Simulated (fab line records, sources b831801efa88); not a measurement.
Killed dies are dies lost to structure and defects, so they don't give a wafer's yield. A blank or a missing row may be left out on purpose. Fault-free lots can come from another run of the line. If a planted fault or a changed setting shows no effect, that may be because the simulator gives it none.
A lot that was struck, set against a sound lot | flow gf180mcu | 15 steps out of a route of 602
Sound: wafers L547.4, L547.5, L547.6. Wafers L552.1, L552.2, L552.6 were the ones struck. Last of all comes the cause.
For every step that has rows: the tool of each side, followed by ch and its chambers, followed by its first start. Under that, the readings that differ: sound wafers | struck wafers | difference of the means | sigmas: that difference in standard deviations of wafers without a fault.
alike: readings whose means differ by less than 2 such deviations, and words and numbers that are the same on both sides. not compared: withheld readings, readings that some wafer has no value for, bounds like >300 that may hide the same value, and numbers for which the record gives no deviation and whose values overlap.
Wherever a step has rows on one side only, a row that says differs or no value, or a row with sigmas, the two part there. When numbers do not overlap yet have no deviation, they are printed without sigmas and do not part them. A reading missing from all wafers of one side parts the sides only when that side holds two or more wafers.

first, 4 steps without rows for these wafers: GF_STI_WET_ETCH_26 (etches SiO2 in dHF, target depth 94 nm, time 188 s); GF_STI_WET_ETCH_27 (etches Si3N4 in H3PO4, target depth 160 nm, time 1825 s); GF_STI_WET_ETCH_28 (etches SiO2 in dHF, target depth 20 nm, time 40 s); GF_STI_OXIDATION_29 (stabilise 600 s, purge 300 s, target thk 10 nm).
GF_STI_THK_MEAS_30:
  struck on filmMetro-03, day 5 10:14; sound on filmMetro-03, day 4 12:35
  alike: STI_OXIDATION_02_THK
then, 7 steps without rows for these wafers: GF_DNWELL_DEHYDRATE_00 (time 60 s); GF_DNWELL_HMDS_01 (prime time 60 s); GF_DNWELL_COAT_02 (resist thk 3000 nm); GF_DNWELL_SOFTBAKE_03; GF_DNWELL_EXPOSE_04 (exposes mask DNWELL, target cd 1700 nm); GF_DNWELL_PEB_05; GF_DNWELL_DEVELOP_06 (develop time 60 s).
GF_DNWELL_IMPLANT_07:
  sound on implanter-04 ch 0, day 5 02:07; struck on implanter-04 ch 0, day 6 01:03
reading                       | sound                      | struck                         | difference  | sigmas
beamOnS (s)                   | 10.17 10.13 10.27          | 12.15 12.43 11.77              | +1.93       | +9
endStationPressureTorr (Torr) | 5.42e-06 5.07e-06 4.81e-06 | 0.00010448 9.788e-05 9.406e-05 | +0.00009371 | +99 or more
faradayCurrentUA              | 55.6 55.4 54.9             | 46.9 45.5 48.3                 | -8.4        | -7
  alike: beamEnergyKeV
GF_DNWELL_STRIP_08: strips in O2/N2.
  sound on plasmaAsher-03 ch 0,1, day 5 02:14; struck on plasmaAsher-01 ch 0,1, day 6 01:12
  alike: drypumpMotorCurrentA, heaterPowerW, oesProductAu, stripTimeToEndpointS
  not compared: rfHoursCounterH
-- the record jumps here: 27 days lie between the struck wafers' starts before and after (it left off in module DNWELL and takes up again in module PASSIVATION, whose first step shown is number 602 of the route) --
GF_PASSIVATION_PROBE_99:
  the record has rows for the struck wafers here (prober-02, day 33 05:03) and none for the sound ones

## WHERE THEY PART
Last at GF_PASSIVATION_PROBE_99 as far as this record goes, first at GF_DNWELL_IMPLANT_07.

WHY: what the simulator had put in
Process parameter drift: implanter-04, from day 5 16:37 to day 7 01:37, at GF_DNWELL_IMPLANT_07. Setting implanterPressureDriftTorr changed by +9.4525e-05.
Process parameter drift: implanter-04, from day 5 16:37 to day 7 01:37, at GF_DNWELL_IMPLANT_07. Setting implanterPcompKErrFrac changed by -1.
